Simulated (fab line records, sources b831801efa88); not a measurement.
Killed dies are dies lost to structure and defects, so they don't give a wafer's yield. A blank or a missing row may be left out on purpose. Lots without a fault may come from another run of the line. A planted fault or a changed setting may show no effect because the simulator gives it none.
fab line records | flow gf180mcu | part 1 of 2: steps 1 to 33 of 45
record lots=5 wafers=15 last_day=34
route steps=602 shown LVPWELL@56 MVSD@66 MVPSD@78 VT_IMPLANT@90
lots that met no fault: from a run of the same line without faults
start_h: hours from the record's first day to the start of the lot's first wafer shown | wait_h: hours since the lot's step before | " the same as in the row above | L1.1+2: a row that stands for several wafers | - no value, or no start given | * or withheld: withheld | < > ~ a bound
route shown NAME@n: a module of which the file shows steps, and the number in the route of the first | usual: mean/standard deviation of fault-free wafers | same: alike in all rows | chamber/n: place in a boat | sites: the reading at each site | _std_site: their standard deviation | _edge_site: outer sites' mean less inner sites' | radius_mm: how far each site lies from the wafer's centre | mask NAME#n: copy n | behind: the tool/chamber that last shaped the wafer | hold: why the lot was held/for how many hours/how that ended | device: the transistor (n, p or np) that didn't switch | end of line: the same wafers' tests at the end of the route | a step without rows: its recipe alone | killed: dies lost to structure and defects at the first sort, not the wafer's yield | map: a wafer's dies, x killed, . not, _ none there
set.NAME: the setting as run; set.NAME@STEP: as run at that earlier step | model.NAME: the simulator's own value behind a step, which no gauge read
lots at some steps of the route; a table a step, a row a wafer
services: from which hour (start_h, from the record's first day; less than 0 if before it) a tool's chamber was out of use, for how many hours, and why
## steps
# step GF_LVPWELL_COAT_02
# recipe spin_rpm=2017 resist_thk_nm=3000
# usual dispense_pressure_kPa=50/6.9
# columns lot.wafer tool chamber start_h wait_h dispense_pressure_kPa
L077.1 litho_track-03 0 77.51 0.1 58
L077.2 " 0 " " 58
L077.3 " 0 " " 58
L087.1 litho_track-01 0 134.37 0.1 42
L087.2 " 0 " " 42
L087.3 " 0 " " 42
L089.1 litho_track-03 0 145.66 0.1 58
L089.4 " 0 " " 58
L089.6 " 0 " " 58
L094.3 litho_track-03 0 172.51 0.1 58
L094.5 " 0 " " 58
L094.6 " 0 " " 58
L096.3 litho_track-03 0 184.56 0.1 58
L096.4 " 0 " " 58
L096.5 " 0 " " 58
# step GF_LVPWELL_SOFTBAKE_03
# recipe temp_c=110 time_s=withheld
# columns lot.wafer tool chamber start_h wait_h
L077.1+2+3 litho_track-03 0 77.66 0.1
L087.1+2+3 litho_track-01 0 134.52 0.1
L089.1+4+6 litho_track-03 0 145.81 0.1
L094.3+5+6 litho_track-03 0 172.67 0.1
L096.3+4+5 litho_track-03 0 184.72 0.1
# step GF_LVPWELL_EXPOSE_04
# recipe mask_id=LVPWELL target_cd_nm=600 na=0.6 source_shape=conventional sigma_outer=0.6 dose_mj=260
# columns lot.wafer tool chamber start_h wait_h mask
L077.1+2+3 iline_stepper-01 0 - - LVPWELL#0
L087.1+2+3 iline_stepper-01 0 - - LVPWELL#0
L089.1+4+6 iline_stepper-01 0 - - LVPWELL#0
L094.3+5+6 iline_stepper-02 0 - - LVPWELL#0
L096.3+4+5 iline_stepper-02 0 - - LVPWELL#0
# step GF_LVPWELL_PEB_05
# recipe temp_c=115 time_s=withheld
# columns lot.wafer tool chamber start_h wait_h
L077.1+2+3 litho_track-02 0 - -
L087.1+2+3 litho_track-02 0 - -
L089.1+4+6 litho_track-03 0 - -
L094.3+5+6 litho_track-03 0 - -
L096.3+4+5 litho_track-01 0 - -
# step GF_LVPWELL_DEVELOP_06
# recipe wall_angle_deg=90 develop_time_s=60 dev_temp_c=23
# columns lot.wafer tool chamber start_h wait_h
L077.1+2+3 litho_track-02 0 - -
L087.1+2+3 litho_track-02 0 - -
L089.1+4+6 litho_track-03 0 - -
L094.3+5+6 litho_track-03 0 - -
L096.3+4+5 litho_track-01 0 - -
# step GF_LVPWELL_OVL_MEAS_07
# usual LVPWELL_OVL=0.8/1.6
# columns lot.wafer tool chamber start_h wait_h LVPWELL_OVL[nm]
L077.1 overlay-02 - 84.55 - 0.0
L077.2 " - " " 2.4
L077.3 " - " " 0.1
L087.1 overlay-02 - 142.30 - 1.7
L087.2 " - " " 1.3
L087.3 " - " " -0.1
L089.1 overlay-01 - 153.91 - 1.6
L089.4 " - " " -0.3
L089.6 " - " " 1.4
L094.3 overlay-01 - 181.02 - 1.0
L094.5 " - " " 2.2
L094.6 " - " " 1.7
L096.3 overlay-01 - 193.23 - -0.5
L096.4 " - " " 4.1
L096.5 " - " " 2.0
# step GF_LVPWELL_IMPLANT_08
# recipe species=B energy_kev=170 dose_cm2=1.5e+13 tilt_deg=0
# usual beam_on_s=9.97/0.21
# columns lot.wafer tool chamber start_h wait_h beam_on_s
L077.1 implanter-02 0 84.58 0.0 10.23
L077.2 " 0 " " 9.98
L077.3 " 0 " " 10.43
L087.1 implanter-04 0 142.33 0.0 10.12
L087.2 " 0 " " 10.39
L087.3 " 0 " " 9.88
L089.1 implanter-02 0 153.94 0.0 9.75
L089.4 " 0 " " 10.10
L089.6 " 0 " " 9.91
L094.3 implanter-03 0 181.09 0.1 10.31
L094.5 " 0 " " 9.99
L094.6 " 0 " " 9.99
L096.3 implanter-02 0 193.31 0.1 10.25
L096.4 " 0 " " 9.73
L096.5 " 0 " " 10.03
# step GF_LVPWELL_IMPLANT_09
# recipe species=B energy_kev=60 dose_cm2=5e+12 tilt_deg=0
# usual beam_on_s=10.01/0.2
# columns lot.wafer tool chamber start_h wait_h beam_on_s
L077.1 implanter-02 0 84.73 0.1 9.95
L077.2 " 0 " " 10.11
L077.3 " 0 " " 10.00
L087.1 implanter-04 0 142.48 0.1 9.81
L087.2 " 0 " " 9.88
L087.3 " 0 " " 10.36
L089.1 implanter-02 0 154.09 0.1 9.86
L089.4 " 0 " " 9.75
L089.6 " 0 " " 10.03
L094.3 implanter-03 0 181.24 0.1 10.22
L094.5 " 0 " " 9.83
L094.6 " 0 " " 10.10
L096.3 implanter-02 0 193.46 0.1 10.24
L096.4 " 0 " " 10.41
L096.5 " 0 " " 9.98
# step GF_LVPWELL_STRIP_10
# recipe chemistry=O2/N2 power_w=1400 pressure_mtorr=1500 platen_temp_c=250 o2_flow_sccm=3000 n2_flow_sccm=300 overash_fraction=0.5
# usual drypump_motor_current_A=5.8/0.34 heater_power_w=295/13 oes_product_au=0.722/0.0048 strip_time_to_endpoint_s=36.87/0.12
# columns lot.wafer tool chamber start_h wait_h drypump_motor_current_A heater_power_w oes_product_au rf_hours_counter_h strip_time_to_endpoint_s
L077.1 plasma_asher-01 0 84.88 0.1 6.1 317 0.716 44 36.87
L077.2 " 1 " " 6.2 274 0.719 44 36.97
L077.3 " 0 " " 6.1 311 0.720 - 36.86
L087.1 plasma_asher-02 0 142.63 0.1 5.3 290 0.719 2 36.72
L087.2 " 1 " " 6.1 296 0.714 2 36.82
L087.3 " 1 " " 6.1 277 0.716 - 36.67
L089.1 plasma_asher-01 1 154.24 0.1 6.2 286 0.723 52 36.78
L089.4 " 1 " " 6.2 284 0.728 - 36.78
L089.6 " 1 " " 6.2 284 0.722 - 36.84
L094.3 plasma_asher-02 0 181.38 0.1 5.3 279 0.723 - 36.77
L094.5 " 0 " " 5.3 285 0.724 - 36.86
L094.6 " 1 " " 6.1 294 0.720 - 36.80
L096.3 plasma_asher-02 1 193.59 0.1 6.1 283 0.719 - 36.96
L096.4 " 0 " " 5.3 277 0.722 - 37.02
L096.5 " 1 " " 6.1 288 0.722 - 36.91
# step GF_LVPWELL_TW_MEAS_11
# usual LVPWELL_TW=564.4/2.4
# columns lot.wafer tool chamber start_h wait_h LVPWELL_TW
L077.1 film_metro-02 - 84.98 0.1 566.8
L077.2 " - " " 568.6
L077.3 " - " " 568.1
L087.1 film_metro-03 - 142.73 0.1 567.8
L087.2 " - " " 567.0
L087.3 " - " " 566.0
L089.1 film_metro-03 - 154.34 0.1 562.4
L089.4 " - " " 562.7
L089.6 " - " " 563.4
L094.3 film_metro-02 - 181.46 0.1 564.3
L094.5 " - " " 564.6
L094.6 " - " " 566.7
L096.3 film_metro-02 - 193.68 0.1 567.0
L096.4 " - " " 565.9
L096.5 " - " " 566.2
# step GF_MVSD_DEHYDRATE_00
# recipe temp_c=200 time_s=60
# columns lot.wafer tool chamber start_h wait_h
L077.1+2+3 litho_track-04 0 90.93 5.9
L087.1+2+3 litho_track-04 0 149.67 6.9
L089.1+4+6 litho_track-02 0 161.70 7.3
L094.3+5+6 litho_track-02 0 189.00 7.5
L096.3+4+5 litho_track-04 0 201.72 8.0
# step GF_MVSD_HMDS_01
# recipe prime_time_s=60 prime_temp_c=120
# columns lot.wafer tool chamber start_h wait_h
L077.1+2+3 litho_track-04 0 91.08 0.1
L087.1+2+3 litho_track-04 0 149.82 0.1
L089.1+4+6 litho_track-02 0 161.85 0.1
L094.3+5+6 litho_track-02 0 189.15 0.1
L096.3+4+5 litho_track-04 0 201.87 0.1
# step GF_MVSD_COAT_02
# recipe spin_rpm=2000 resist_thk_nm=3000
# usual dispense_pressure_kPa=52/5
# columns lot.wafer tool chamber start_h wait_h dispense_pressure_kPa
L077.1 litho_track-04 0 91.23 0.1 53
L077.2 " 0 " " 53
L077.3 " 0 " " 53
L087.1 litho_track-04 0 149.97 0.1 53
L087.2 " 0 " " 53
L087.3 " 0 " " 53
L089.1 litho_track-02 0 162.00 0.1 46
L089.4 " 0 " " 46
L089.6 " 0 " " 46
L094.3 litho_track-02 0 189.30 0.1 46
L094.5 " 0 " " 46
L094.6 " 0 " " 46
L096.3 litho_track-04 0 202.02 0.1 53
L096.4 " 0 " " 53
L096.5 " 0 " " 53
# step GF_MVSD_SOFTBAKE_03
# recipe temp_c=110 time_s=withheld
# columns lot.wafer tool chamber start_h wait_h
L077.1+2+3 litho_track-04 0 91.38 0.1
L087.1+2+3 litho_track-04 0 150.12 0.1
L089.1+4+6 litho_track-02 0 162.15 0.1
L094.3+5+6 litho_track-02 0 189.46 0.1
L096.3+4+5 litho_track-04 0 202.19 0.1
# step GF_MVSD_EXPOSE_04
# recipe mask_id=MVSD target_cd_nm=1000 na=0.6 source_shape=conventional sigma_outer=0.6 dose_mj=260
# columns lot.wafer tool chamber start_h wait_h mask
L077.1+2+3 iline_stepper-02 0 - - MVSD#0
L087.1+2+3 iline_stepper-01 0 - - MVSD#0
L089.1+4+6 iline_stepper-01 0 - - MVSD#0
L094.3+5+6 iline_stepper-01 0 - - MVSD#0
L096.3+4+5 iline_stepper-02 0 - - MVSD#0
# step GF_MVSD_PEB_05
# recipe temp_c=115 time_s=withheld
# columns lot.wafer tool chamber start_h wait_h
L077.1+2+3 litho_track-04 0 - -
L087.1+2+3 litho_track-02 0 - -
L089.1+4+6 litho_track-04 0 - -
L094.3+5+6 litho_track-04 0 - -
L096.3+4+5 litho_track-02 0 - -
# step GF_MVSD_DEVELOP_06
# recipe wall_angle_deg=90 develop_time_s=61.14 dev_temp_c=23
# columns lot.wafer tool chamber start_h wait_h
L077.1+2+3 litho_track-04 0 - -
L087.1+2+3 litho_track-02 0 - -
L089.1+4+6 litho_track-04 0 - -
L094.3+5+6 litho_track-04 0 - -
L096.3+4+5 litho_track-02 0 - -
# step GF_MVSD_OVL_MEAS_07
# usual MVSD_OVL=0.4/1.2
# columns lot.wafer tool chamber start_h wait_h MVSD_OVL[nm]
L077.1 overlay-02 - 98.38 - -0.5
L077.2 " - " " -0.4
L077.3 " - " " -0.6
L087.1 overlay-01 - 158.35 - -1.4
L087.2 " - " " -2.2
L087.3 " - " " -1.2
L089.1 overlay-02 - 170.67 - 2.3
L089.4 " - " " -0.2
L089.6 " - " " 0.4
L094.3 overlay-02 - 198.09 - 1.7
L094.5 " - " " 0.4
L094.6 " - " " -0.1
L096.3 overlay-02 - 211.31 - -0.9
L096.4 " - " " 0.1
L096.5 " - " " -0.5
# step GF_MVSD_IMPLANT_08
# recipe species=P energy_kev=400 dose_cm2=1.6e+13 tilt_deg=0
# usual beam_on_s=9.95/0.19
# columns lot.wafer tool chamber start_h wait_h beam_on_s
L077.1 implanter-03 0 98.41 0.0 10.02
L077.2 " 0 " " 9.90
L077.3 " 0 " " 9.53
L087.1 implanter-03 0 158.38 0.0 9.93
L087.2 " 0 " " 9.39
L087.3 " 0 " " 9.61
L089.1 implanter-02 0 170.71 0.0 10.13
L089.4 " 0 " " 10.26
L089.6 " 0 " " 10.09
L094.3 implanter-02 0 198.16 0.1 10.16
L094.5 " 0 " " 10.20
L094.6 " 0 " " 10.17
L096.3 implanter-01 0 211.38 0.1 9.94
L096.4 " 0 " " 10.11
L096.5 " 0 " " 9.77
# step GF_MVSD_IMPLANT_09
# recipe species=P energy_kev=100 dose_cm2=5e+12 tilt_deg=0
# usual beam_on_s=10.03/0.19
# columns lot.wafer tool chamber start_h wait_h beam_on_s
L077.1 implanter-03 0 98.56 0.1 9.94
L077.2 " 0 " " 9.90
L077.3 " 0 " " 10.22
L087.1 implanter-03 0 158.53 0.1 10.18
L087.2 " 0 " " 10.12
L087.3 " 0 " " 9.85
L089.1 implanter-02 0 170.86 0.1 9.68
L089.4 " 0 " " 9.87
L089.6 " 0 " " 10.08
L094.3 implanter-02 0 198.31 0.1 10.06
L094.5 " 0 " " 9.73
L094.6 " 0 " " 10.16
L096.3 implanter-01 0 211.53 0.1 9.88
L096.4 " 0 " " 10.08
L096.5 " 0 " " 10.25
# step GF_MVSD_STRIP_10
# recipe chemistry=O2/N2 power_w=1400 pressure_mtorr=1500 platen_temp_c=250 o2_flow_sccm=3000 n2_flow_sccm=300 overash_fraction=0.5
# usual drypump_motor_current_A=5.7/0.46 heater_power_w=298/16 oes_product_au=0.723/0.0043 strip_time_to_endpoint_s=37.04/0.098
# columns lot.wafer tool chamber start_h wait_h drypump_motor_current_A heater_power_w oes_product_au rf_hours_counter_h strip_time_to_endpoint_s
L077.1 plasma_asher-01 1 98.71 0.1 6.2 284 0.727 46 36.94
L077.2 " 0 " " 6.1 319 0.722 46 36.93
L077.3 " 1 " " 6.2 280 0.729 - 37.07
L087.1 plasma_asher-02 0 158.68 0.1 5.3 288 0.724 4 36.94
L087.2 " 1 " " 6.0 289 0.720 4 37.10
L087.3 " 1 " " 6.1 291 0.720 - 37.06
L089.1 plasma_asher-02 1 171.01 0.1 6.1 295 0.720 5 36.98
L089.4 " 1 " " 6.1 290 0.723 - 36.89
L089.6 " 0 " " 5.4 288 0.731 - 36.90
L094.3 plasma_asher-01 0 198.44 0.1 6.1 317 0.723 - 36.92
L094.5 " 0 " " 6.1 315 0.732 - 37.00
L094.6 " 1 " " 6.2 276 0.717 - 37.00
L096.3 plasma_asher-02 1 211.66 0.1 6.1 291 0.720 - 37.05
L096.4 " 0 " " 5.3 287 0.717 - 36.94
L096.5 " 1 " " 6.1 283 0.725 - 36.96
# step GF_MVSD_TW_MEAS_11
# usual MVSD_TW=1593/7.6
# columns lot.wafer tool chamber start_h wait_h MVSD_TW
L077.1 film_metro-03 - 98.81 0.1 1594
L077.2 " - " " 1592
L077.3 " - " " 1577
L087.1 film_metro-03 - 158.78 0.1 1595
L087.2 " - " " 1592
L087.3 " - " " 1591
L089.1 film_metro-03 - 171.11 0.1 1593
L089.4 " - " " 1597
L089.6 " - " " 1604
L094.3 film_metro-03 - 198.53 0.1 1596
L094.5 " - " " 1599
L094.6 " - " " 1604
L096.3 film_metro-02 - 211.75 0.1 1578
L096.4 " - " " 1588
L096.5 " - " " 1586
# step GF_MVPSD_DEHYDRATE_00
# recipe temp_c=200 time_s=60
# columns lot.wafer tool chamber start_h wait_h
L077.1+2+3 litho_track-01 0 105.32 6.5
L087.1+2+3 litho_track-02 0 166.30 7.5
L089.1+4+6 litho_track-04 0 178.52 7.4
L094.3+5+6 litho_track-01 0 206.22 7.7
L096.3+4+5 litho_track-01 0 219.12 7.4
# step GF_MVPSD_HMDS_01
# recipe prime_time_s=60 prime_temp_c=120
# columns lot.wafer tool chamber start_h wait_h
L077.1+2+3 litho_track-01 0 105.47 0.1
L087.1+2+3 litho_track-02 0 166.45 0.1
L089.1+4+6 litho_track-04 0 178.67 0.1
L094.3+5+6 litho_track-01 0 206.37 0.1
L096.3+4+5 litho_track-01 0 219.27 0.1
# step GF_MVPSD_COAT_02
# recipe spin_rpm=2000 resist_thk_nm=3000
# usual dispense_pressure_kPa=47/4.5
# columns lot.wafer tool chamber start_h wait_h dispense_pressure_kPa
L077.1 litho_track-01 0 105.62 0.1 42
L077.2 " 0 " " 42
L077.3 " 0 " " 42
L087.1 litho_track-02 0 166.60 0.1 46
L087.2 " 0 " " 46
L087.3 " 0 " " 46
L089.1 litho_track-04 0 178.82 0.1 53
L089.4 " 0 " " 53
L089.6 " 0 " " 53
L094.3 litho_track-01 0 206.52 0.1 42
L094.5 " 0 " " 42
L094.6 " 0 " " 42
L096.3 litho_track-01 0 219.42 0.1 42
L096.4 " 0 " " 42
L096.5 " 0 " " 42
# step GF_MVPSD_SOFTBAKE_03
# recipe temp_c=110 time_s=withheld
# columns lot.wafer tool chamber start_h wait_h
L077.1+2+3 litho_track-01 0 105.77 0.1
L087.1+2+3 litho_track-02 0 166.75 0.1
L089.1+4+6 litho_track-04 0 178.97 0.1
L094.3+5+6 litho_track-01 0 206.69 0.1
L096.3+4+5 litho_track-01 0 219.59 0.1
# step GF_MVPSD_EXPOSE_04
# recipe mask_id=MVPSD target_cd_nm=1000 na=0.6 source_shape=conventional sigma_outer=0.6 dose_mj=260
# columns lot.wafer tool chamber start_h wait_h mask
L077.1+2+3 iline_stepper-02 0 - - MVPSD#0
L087.1+2+3 iline_stepper-02 0 - - MVPSD#0
L089.1+4+6 iline_stepper-02 0 - - MVPSD#0
L094.3+5+6 iline_stepper-01 0 - - MVPSD#0
L096.3+4+5 iline_stepper-01 0 - - MVPSD#0
# step GF_MVPSD_PEB_05
# recipe temp_c=115 time_s=withheld
# columns lot.wafer tool chamber start_h wait_h
L077.1+2+3 litho_track-04 0 - -
L087.1+2+3 litho_track-01 0 - -
L089.1+4+6 litho_track-01 0 - -
L094.3+5+6 litho_track-04 0 - -
L096.3+4+5 litho_track-02 0 - -
# step GF_MVPSD_DEVELOP_06
# recipe wall_angle_deg=90 develop_time_s=60 dev_temp_c=23
# columns lot.wafer tool chamber start_h wait_h
L077.1+2+3 litho_track-04 0 - -
L087.1+2+3 litho_track-01 0 - -
L089.1+4+6 litho_track-01 0 - -
L094.3+5+6 litho_track-04 0 - -
L096.3+4+5 litho_track-02 0 - -
# step GF_MVPSD_OVL_MEAS_07
# usual MVPSD_OVL=0.5/1.4
# columns lot.wafer tool chamber start_h wait_h MVPSD_OVL[nm]
L077.1 overlay-02 - 112.93 - 3.3
L077.2 " - " " 3.4
L077.3 " - " " 3.9
L087.1 overlay-01 - 175.17 - -0.4
L087.2 " - " " 1.9
L087.3 " - " " -0.1
L089.1 overlay-01 - 187.27 - 2.2
L089.4 " - " " -0.2
L089.6 " - " " -0.9
L094.3 overlay-01 - 215.04 - 1.0
L094.5 " - " " 2.9
L094.6 " - " " 3.0
L096.3 overlay-02 - 228.81 - -0.6
L096.4 " - " " -1.6
L096.5 " - " " 1.3
# step GF_MVPSD_IMPLANT_08
# recipe species=B energy_kev=170 dose_cm2=1.5e+13 tilt_deg=0
# usual beam_on_s=10.00/0.2
# columns lot.wafer tool chamber start_h wait_h beam_on_s
L077.1 implanter-01 0 112.96 0.0 10.36
L077.2 " 0 " " 10.19
L077.3 " 0 " " 9.91
L087.1 implanter-01 0 175.21 0.0 9.67
L087.2 " 0 " " 9.70
L087.3 " 0 " " 10.34
L089.1 implanter-01 0 187.31 0.0 10.23
L089.4 " 0 " " 9.98
L089.6 " 0 " " 10.22
L094.3 implanter-01 0 215.11 0.1 10.15
L094.5 " 0 " " 10.22
L094.6 " 0 " " 10.15
L096.3 implanter-04 0 228.88 0.1 10.20
L096.4 " 0 " " 9.96
L096.5 " 0 " " 10.19
# step GF_MVPSD_IMPLANT_09
# recipe species=B energy_kev=40 dose_cm2=5e+12 tilt_deg=0
# usual beam_on_s=9.99/0.2
# columns lot.wafer tool chamber start_h wait_h beam_on_s
L077.1 implanter-01 0 113.11 0.1 10.02
L077.2 " 0 " " 9.90
L077.3 " 0 " " 10.08
L087.1 implanter-01 0 175.36 0.1 9.86
L087.2 " 0 " " 9.89
L087.3 " 0 " " 9.87
L089.1 implanter-01 0 187.46 0.1 9.95
L089.4 " 0 " " 10.20
L089.6 " 0 " " 10.09
L094.3 implanter-01 0 215.26 0.1 10.24
L094.5 " 0 " " 10.38
L094.6 " 0 " " 9.79
L096.3 implanter-04 0 229.03 0.1 10.10
L096.4 " 0 " " 10.22
L096.5 " 0 " " 9.78
# step GF_MVPSD_STRIP_10
# recipe chemistry=O2/N2 power_w=1400 pressure_mtorr=1500 platen_temp_c=250 o2_flow_sccm=3000 n2_flow_sccm=300 overash_fraction=0.5
# usual drypump_motor_current_A=5.6/0.35 heater_power_w=299/14 oes_product_au=0.722/0.004 strip_time_to_endpoint_s=37.06/0.096
# columns lot.wafer tool chamber start_h wait_h drypump_motor_current_A heater_power_w oes_product_au rf_hours_counter_h strip_time_to_endpoint_s
L077.1 plasma_asher-03 0 113.26 0.1 5.9 297 0.728 47 37.14
L077.2 " 1 " " 5.5 313 0.722 47 37.17
L077.3 " 0 " " 5.9 299 0.725 - 37.05
L087.1 plasma_asher-03 1 175.51 0.1 5.5 316 0.721 54 37.16
L087.2 " 0 " " 5.9 290 0.717 54 37.28
L087.3 " 1 " " 5.5 311 0.719 - 37.17
L089.1 plasma_asher-04 0 187.61 0.1 4.9 322 0.719 42 37.14
L089.4 " 0 " " 4.9 320 0.723 - 37.03
L089.6 " 1 " " 5.7 305 0.719 - 37.10
L094.3 plasma_asher-03 1 215.39 0.1 5.5 317 0.723 - 36.93
L094.5 " 0 " " 5.9 297 0.717 - 36.89
L094.6 " 1 " " 5.5 317 0.722 - 36.95
L096.3 plasma_asher-02 0 229.16 0.1 5.3 282 0.723 - 37.03
L096.4 " 1 " " 6.1 277 0.724 - 37.00
L096.5 " 1 " " 6.1 285 0.723 - 37.06
